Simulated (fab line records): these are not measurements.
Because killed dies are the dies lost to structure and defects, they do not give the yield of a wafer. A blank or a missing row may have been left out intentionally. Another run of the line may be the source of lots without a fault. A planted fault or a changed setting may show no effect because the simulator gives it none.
Chamber matching	flow gf180mcu	GF_CONTACT_CVD_02 on pecvd-04: 3 sister chambers
The step deposits SiO2 from TEOS, target thk 860 nm, time 95.992 s. 6 wafers are shown with their chamber, then 6 later ones without.

WAFERS, EACH WITH ITS CHAMBER
wafer	chamber	heaterPowerW (W)
L665.3	0	684
L665.4	0	542
L665.5	1	680
L669.2	2	709
L669.3	1	654
L669.4	2	725

WAFERS WITH NO CHAMBER GIVEN
wafer	heaterPowerW (W)
L671.2	715
L671.3	569
L671.5	740
L672.3	653
L672.4	599
L672.5	708

THE CHAMBER EACH PASSED THROUGH
wafer	from the rows above	in truth
L671.2	can't be placed: 2 or 1 or 0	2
L671.3	can't be placed: 0 or 1 or 2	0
L671.5	can't be placed: 2 or 1 or 0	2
L672.3	can't be placed: 1 or 0 or 2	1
L672.4	can't be placed: 0 or 1 or 2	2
L672.5	can't be placed: 2 or 1 or 0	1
0 of 6 placed correctly. From these rows, 6 cannot be placed; in 6 the true chamber is one of the candidates. Placed wrongly: 0.
How it was worked out, from the rows above alone: a wafer's distance from a chamber is the root of the sum, over the readings, of the square of ((its reading less the chamber's mean) divided by the reading's scatter). If the next closest chamber is less than 2 further off than the closest, the wafer can't be placed; otherwise it belongs to the closest. Each chamber's mean is taken over the wafers shown for it. The scatter: take each reading less its chamber's mean, square it, sum over the shown wafers, divide by the number of wafers less the number of chambers, and take the root.
